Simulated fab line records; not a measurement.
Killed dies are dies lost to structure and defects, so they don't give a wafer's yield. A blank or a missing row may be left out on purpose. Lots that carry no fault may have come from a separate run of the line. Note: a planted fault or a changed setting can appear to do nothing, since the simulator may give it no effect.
A lot that was struck, set against a sound lot ; flow sky130 ; 20 steps out of a route of 708
Sound: these wafers, L132.2, L132.3, L132.4. Struck: wafers L145.5, L145.6. The cause is given at the end.
Each step with rows lists, per side, the tool, then ch with its chambers, then its first start. Under that, the readings that differ: sound wafers ; struck wafers ; difference of the means ; sigmas: that difference in standard deviations of wafers without a fault.
alike: same words and numbers on both sides, and readings whose means sit less than 2 such deviations apart. not compared: any withheld reading, any reading some wafer has no value for, any bound like >300 that may hide the same value, and any number with overlapping values for which the record gives no deviation.
The two part at a step that has a row with sigmas, a row that says differs or no value, or rows on one side only. Numbers that don't overlap but have no deviation are shown without sigmas and don't part them. A reading missing from all wafers of one side parts the sides only when that side holds two or more wafers.

SKY_RES_PROTECT_STRIP_07: strips in O2/N2.
  sound on plasma asher-03 ch 0,1, day 14 21:39; struck on plasma asher-02 ch 0,1, day 20 07:01
  alike: drypump motor current A, oes product au, strip time to endpoint s
  not compared: rf hours counter h
SKY_RES_PROTECT_TW_MEAS_08:
  struck on film metro-04, day 20 07:05; sound on film metro-02, day 14 21:46
reading;sound;struck;difference;sigmas
POLY_GATE_TW;3975 3974 3954;4067 4064;+98;+2
then, 2 steps without rows for these wafers: SKY_RES_PROTECT_CLEAN_09 (cleans in SC1/SC2, time 150 s); SKY_POLY_GATE_CVD_03 (deposits Si3N4 from DCS/NH3, target thk 75 nm, time 1290 s).
SKY_POLY_GATE_THK_MEAS_04:
  struck on film metro-03, day 20 09:41; sound on film metro-03, day 15 00:27
  alike: POLY_GATE_CVD_03_THK
then, 7 steps without rows for these wafers: SKY_POLY_GATE_DEHYDRATE_05 (time 60 s); SKY_POLY_GATE_HMDS_06 (prime time 60 s); SKY_POLY_GATE_COAT_07 (resist thk 110 nm); SKY_POLY_GATE_COAT_08 (resist thk 450 nm); SKY_POLY_GATE_SOFTBAKE_09 (time 90 s); SKY_POLY_GATE_EXPOSE_10 (exposes mask P1M, target cd 150 nm); SKY_POLY_GATE_PEB_11.
SKY_POLY_GATE_DEVELOP_12: develop time 60 s.
  sound on litho track-01 ch 0, day 16 03:00; struck on litho track-02 ch 0, day 21 16:00
SKY_POLY_GATE_CD_MEAS_13: target cd 150 nm.
  struck on cd sem-02, day 21 16:53; sound on cd sem-02, day 16 03:43
reading;sound;struck;difference;sigmas
cd nm (nm);150.6 149.5 150.2;147.6 147.5;-2.5;-2
SKY_POLY_GATE_OVL_MEAS_14:
  struck on overlay-01, day 21 16:57; sound on overlay-01, day 16 03:49
  alike: POLY_GATE_OVL
SKY_POLY_GATE_ETCH_15: etches BARC in N2/H2, stops on SiO2, time 118.5 s, target depth 110 nm.
  sound on rie diel-03 ch 0,1,3, day 16 03:51; struck on rie diel-04 ch 0,1, day 21 17:01
reading;sound;struck;difference;sigmas
rf hours counter h (h);86 4 71;- -;no value on the struck wafers;
model.POLY_GATE.cd nm (nm);151.1 150.7 150;147.1 145.9;-4.1;
  alike: bias w, drypump motor current A, oes product au, throttle valve pct
SKY_POLY_GATE_ETCH_16: etches Si3N4 in CH3F/O2, stops on poly-Si, time 147.5 s, target depth 75 nm.
  sound on rie diel-03 ch 0,1,3, day 16 03:56; struck on rie diel-04 ch 0,1, day 21 17:06
reading;sound;struck;difference;sigmas
rf hours counter h (h);86 4 71;- -;no value on the struck wafers;
  alike: bias w, drypump motor current A, oes product au, throttle valve pct
SKY_POLY_GATE_ETCH_17: etches poly-Si in HBr/Cl2, stops on SiO2, target depth 180 nm, time 70.5 s.
  sound on rie si-01 ch 0,1,3, day 16 04:02; struck on rie si-01 ch 2,3, day 21 17:11
reading;sound;struck;difference;sigmas
rf hours counter h (h);4 3 1;- -;no value on the struck wafers;
model.POLY_GATE.cd nm (nm);150 149.7 150.1;147.1 147.6;-2.6;
  alike: HBr_flow_sccm, bias w, drypump motor current A, he backside leak sccm, oes product au, throttle valve pct
SKY_POLY_GATE_STRIP_18: strips in O2/N2.
  sound on plasma asher-01 ch 0,1, day 16 04:05; struck on plasma asher-02 ch 0,1, day 21 17:16
  alike: drypump motor current A, oes product au, strip time to endpoint s
  not compared: rf hours counter h
-- the record jumps here: 28 days lie between the struck wafers' starts before and after (it left off in module POLY_GATE and takes up again in module PAD_OPEN, whose first step shown is number 708 of the route) --
SKY_PAD_OPEN_PROBE_99:
  struck on prober-01, day 49 06:03; sound on prober-02, day 45 12:40
reading;sound;struck;difference;sigmas
killed_at_M4_up;4 5 4;1 0;-4;-2
model.etest.res poly.line ohm um;513.6 509.6 513.4;540.8 538.3;+27.3;
model.etest.res poly.width nm (nm);94.12 93.31 94.02;90.85 91.37;-2.71;
model.etest.res high po.width nm (nm);348.2 348.7 350.4;345.6 346.3;-3.1;
model.etest.ring_1v8.delay ps;21.45 21.48 21.29;20.66 20.94;-0.61;
  alike: killed_at_M0_to_M3, killed at contacts, killed at front end, killed at other, killed dies, killed open, killed short
  not compared: model.etest.res xhigh po.width nm

== WHERE THEY PART ==
First at SKY_RES_PROTECT_TW_MEAS_08; last, within this record, at SKY_PAD_OPEN_PROBE_99.

WHY: the cause the simulator had injected
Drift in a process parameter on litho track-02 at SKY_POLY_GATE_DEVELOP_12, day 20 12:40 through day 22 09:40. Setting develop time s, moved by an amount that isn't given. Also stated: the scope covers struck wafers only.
